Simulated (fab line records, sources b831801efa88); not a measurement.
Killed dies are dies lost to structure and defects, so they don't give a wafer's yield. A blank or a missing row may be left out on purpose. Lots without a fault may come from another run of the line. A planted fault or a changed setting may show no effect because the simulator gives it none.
Chamber matching | flow sky130 | SKY_FIELD_ISO_ETCH_17 on rie_si-01: 4 sister chambers
The step etches Si in HBr/Cl2/O2, target depth 342 nm, time 97.7 s. 14 wafers are shown with their chamber, then 7 later ones without.

WAFERS WITH THEIR CHAMBER
wafer  | chamber | drypump_motor_current_A (A) | run_length_s (s) | chamber_pressure_mTorr (mTorr)
L367.1 | 2       | 5.25                        | 125.7            | 15.015
L367.4 | 3       | 5.07                        | 125.9            | 14.992
L367.5 | 2       | 5.27                        | 125.7            | 15.003
L369.3 | 1       | 5.80                        | 125.6            | 14.980
L369.4 | 2       | 5.25                        | 125.6            | 15.001
L369.6 | 3       | 5.07                        | 126.2            | 15.006
L371.3 | 2       | 5.28                        | 125.6            | 15.006
L371.4 | 0       | 5.73                        | 125.6            | 14.989
L371.6 | 2       | 5.27                        | 125.7            | 15.020
L373.2 | 2       | 5.26                        | 125.8            | 15.009
L373.5 | 2       | 5.27                        | 125.7            | 15.014
L373.6 | 1       | 5.77                        | 125.3            | 14.985
L380.3 | 3       | 5.07                        | 126.0            | 14.991
L380.4 | 2       | 5.26                        | 125.8            | 14.988

SIGNATURES (means of the wafers above)
reading                 | chamber 0 | chamber 1 | chamber 2 | chamber 3 | scatter within a chamber
drypump_motor_current_A | 5.7300    | 5.7850    | 5.2637    | 5.0700    | 0.0111
run_length_s            | 125.600   | 125.450   | 125.700   | 126.033   | 0.115
chamber_pressure_mTorr  | 14.98900  | 14.98250  | 15.00700  | 14.99633  | 0.00924
Rule: a wafer's distance from a chamber is the root of the sum, over the readings, of the square of ((its reading less the chamber's mean) divided by the reading's scatter). The wafer belongs to the nearest chamber; if the next one is less than 2 further off, it can't be placed. The scatter: the root of (the sum of the squares of (reading less its chamber's mean) over the shown wafers, divided by (wafers less chambers)).

WAFERS WITHOUT THEIR CHAMBER
wafer  | drypump_motor_current_A (A) | run_length_s (s) | chamber_pressure_mTorr (mTorr)
L380.6 | 5.74                        | 125.6            | 14.998
L384.1 | 5.77                        | 125.5            | 14.987
L384.5 | 5.08                        | 125.9            | 14.987
L384.6 | 5.27                        | 125.9            | 15.018
L387.1 | 5.74                        | 125.7            | 14.995
L387.3 | 5.74                        | 125.4            | 15.008
L387.5 | 5.76                        | 125.3            | 15.007

WHICH CHAMBER EACH WENT THROUGH
wafer  | from the rows above     | in truth
L380.6 | 0                       | 0
L384.1 | 1                       | 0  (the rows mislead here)
L384.5 | 3                       | 3
L384.6 | 2                       | 2
L387.1 | 0                       | 0
L387.3 | 0                       | 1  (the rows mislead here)
L387.5 | can't be placed: 1 or 0 | 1
Placed correctly: 4 of 7. Can't be placed from these rows: 1 (the true chamber is among the candidates in 1). Placed wrongly: 2.
